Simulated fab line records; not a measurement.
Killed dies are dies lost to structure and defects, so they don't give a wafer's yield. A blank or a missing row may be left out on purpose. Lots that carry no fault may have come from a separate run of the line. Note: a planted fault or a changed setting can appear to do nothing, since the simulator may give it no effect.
Which tool was responsible? -- flow gf180mcu -- 10 lots, 30 wafers sampled, at 4 steps of a route of 602

WHAT THE GAUGES SHOWED, per wafer
GF_NWELL_OVL_MEAS_07.
lot,measured,on,NWELL_OVL (nm)
L804,day 3 16:17,overlay-02,0.7 0.9 1.4
L806,day 3 22:25,overlay-01,-0.5 1.8 -1.2
L807,day 4 06:52,overlay-01,0.2 -1.5 -1.4
L808,day 4 08:31,overlay-02,1.0 1.9 1.6
L809,day 4 15:04,overlay-02,3.4 2.8 0.6
L810,day 4 19:10,overlay-02,0.1 -0.2 1.3
L821,day 7 06:04,overlay-02,-1.3 -1.5 -1.7
L822,day 7 12:26,overlay-02,-0.1 -0.6 -0.6
L824,day 7 22:40,overlay-02,-0.7 1.6 -0.3
L827,day 8 16:11,overlay-02,0.6 -0.1 2.3

WHAT TOOL EACH LOT RAN ON (gives the tool, then ch and the chambers of the sampled wafers, and finally the start)
lot,GF_STI_ETCH_13,GF_STI_ETCH_14,GF_STI_STRIP_15
L804,"rie diel-04 ch 0,2,3, day 2 03:35","rie si-02 ch 0,2,3, day 2 03:40","plasma asher-02 ch 0,1, day 2 03:45"
L806,"rie diel-02 ch 0,2,3, day 2 15:11","rie si-01 ch 0,1,3, day 2 15:16","plasma asher-02 ch 0,1, day 2 15:21"
L807,"rie diel-02 ch 1,2,3, day 2 23:23","rie si-01 ch 0,1,2, day 2 23:28","plasma asher-01 ch 0,1, day 2 23:32"
L808,"rie diel-04 ch 0,1,2, day 2 23:44","rie si-02 ch 1,2, day 2 23:49","plasma asher-02 ch 0,1, day 2 23:53"
L809,"rie diel-04 ch 0,2,3, day 3 05:12","rie si-02 ch 1,2,3, day 3 05:16","plasma asher-02 ch 0,1, day 3 05:21"
L810,"rie diel-04 ch 0,1, day 3 08:59","rie si-01 ch 0,3, day 3 09:04","plasma asher-02 ch 0,1, day 3 09:09"
L821,"rie diel-01 ch 0,1,3, day 5 16:50","rie si-01 ch 0,1, day 5 16:55","plasma asher-01 ch 0,1, day 5 17:00"
L822,"rie diel-01 ch 1,2,3, day 5 23:26","rie si-02 ch 2,3, day 5 23:31","plasma asher-01 ch 0,1, day 5 23:38"
L824,"rie diel-01 ch 0,2,3, day 6 08:59","rie si-01 ch 0,1,3, day 6 09:04","plasma asher-04 ch 0,1, day 6 09:09"
L827,"rie diel-04 ch 0,2,3, day 7 00:58","rie si-02 ch 0,2, day 7 01:02","plasma asher-01 ch 0,1, day 7 01:09"
- GF_STI_ETCH_13: etches the open film in CHF3/O2, stops on Si, target depth 282.31 nm, time 112.9 s.
- GF_STI_ETCH_14: etches Si in HBr/Cl2/O2, target depth 360 nm, time 102.9 s.
- GF_STI_STRIP_15: strips in O2/N2.

THE ANSWER, worked out from the rows above alone
Rule: the usual values come from the lots themselves. Put in order of their means at a reading, lots are off if they are a third of the lots or fewer, leave a main group of 4 or more, and stand apart from it by a gap of 3 or more times the standard deviation of the main group's means; of several such gaps the widest counts. A main group whose means are all the same, to the digits that the tables above print for the reading, isn't used. Also off: a lot with no number at a reading for which 4 or more lots have one. All remaining lots with rows at the step are treated as sound.
None of the lots is off at any reading shown; this tells nothing.

WHAT HAD BEEN PUT IN BY THE SIMULATOR
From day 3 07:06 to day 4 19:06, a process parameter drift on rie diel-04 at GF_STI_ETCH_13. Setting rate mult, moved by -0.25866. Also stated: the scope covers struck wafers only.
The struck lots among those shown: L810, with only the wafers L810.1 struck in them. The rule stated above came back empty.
